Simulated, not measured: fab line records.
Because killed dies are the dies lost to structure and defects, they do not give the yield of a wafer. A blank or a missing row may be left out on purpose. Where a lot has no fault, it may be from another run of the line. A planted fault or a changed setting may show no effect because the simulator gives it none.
The tool behind it: which one?    flow gf180mcu    Sampling: 6 lots, 18 wafers, 4 of 602 route steps

## WHAT EACH GAUGE READ, for each wafer
GF_POLY_GATE_THK_MEAS_01.
lot   measured      on            POLY_GATE_CVD_00_THK (nm)
L229  day 9 11:35   filmMetro-02  201.7 199.9 199.9
L232  day 10 03:43  filmMetro-02  196.3 196.4 198.1
L237  day 11 14:22  filmMetro-02  403.7 404.3 403.5
L244  day 13 14:10  filmMetro-03  205.9 205.1 206.5
L246  day 14 03:20  filmMetro-02  201.5 201.7 201.2
L249  day 15 08:11  filmMetro-03  202.8 203.1 202.4

## TOOL THAT RAN EACH LOT (tool first, then ch and the chambers of the sampled wafers, then the start)
lot   GF_VT_IMPLANT_STRIP_31               GF_DUAL_GATE_STRIP_13                GF_POLY_GATE_CVD_00
L229  plasmaAsher-01 ch 0, day 7 20:44     plasmaAsher-04 ch 1, day 9 08:34     lpcvd-02 ch 1, day 9 10:16
L232  plasmaAsher-01 ch 0,1, day 8 11:55   plasmaAsher-03 ch 1, day 9 23:13     lpcvd-02 ch 0, day 10 02:23
L237  plasmaAsher-01 ch 0,1, day 9 18:23   plasmaAsher-04 ch 0,1, day 11 09:50  lpcvd-01 ch 1, day 11 11:32
L244  plasmaAsher-04 ch 1, day 11 17:34    plasmaAsher-04 ch 0,1, day 13 11:07  lpcvd-01 ch 0, day 13 12:49
L246  plasmaAsher-01 ch 0,1, day 12 05:01  plasmaAsher-04 ch 0,1, day 13 23:37  lpcvd-02 ch 0, day 14 02:00
L249  plasmaAsher-04 ch 0,1, day 13 03:01  plasmaAsher-03 ch 0,1, day 15 04:25  lpcvd-01 ch 1, day 15 06:51
- GF_VT_IMPLANT_STRIP_31: strips in O2/N2.
- GF_DUAL_GATE_STRIP_13: strips in O2/N2.
- GF_POLY_GATE_CVD_00: deposits poly-Si, target thk 200 nm, time 1200 s.

## THE ANSWER, worked out from the rows above alone
Rule: what is usual is taken from the lots themselves. Put in order of their means at a reading, lots are off if they are a third of the lots or fewer, leave a main group of 4 or more, and stand apart from it by a gap of 3 or more times the standard deviation of the main group's means; of several such gaps the widest counts. A main group is skipped when, at the precision printed for the reading in the tables above, its means are all equal. Also off: a lot with no number at a reading for which 4 or more lots have one. Any other lot the step has rows for is counted as sound.
Off: at GF_POLY_GATE_THK_MEAS_01 (POLY_GATE_CVD_00_THK), L237. Main group: mean 201.5 nm, sd 2.9.
If a tool, at a process step before that reading, ran all the lots that are off and no sound lot after the first of them, it fits. Gauges at GF_POLY_GATE_THK_MEAS_01: tried the same way as those tools. No candidate that was tried fits.

## WHAT THE SIMULATOR HAD PUT IN
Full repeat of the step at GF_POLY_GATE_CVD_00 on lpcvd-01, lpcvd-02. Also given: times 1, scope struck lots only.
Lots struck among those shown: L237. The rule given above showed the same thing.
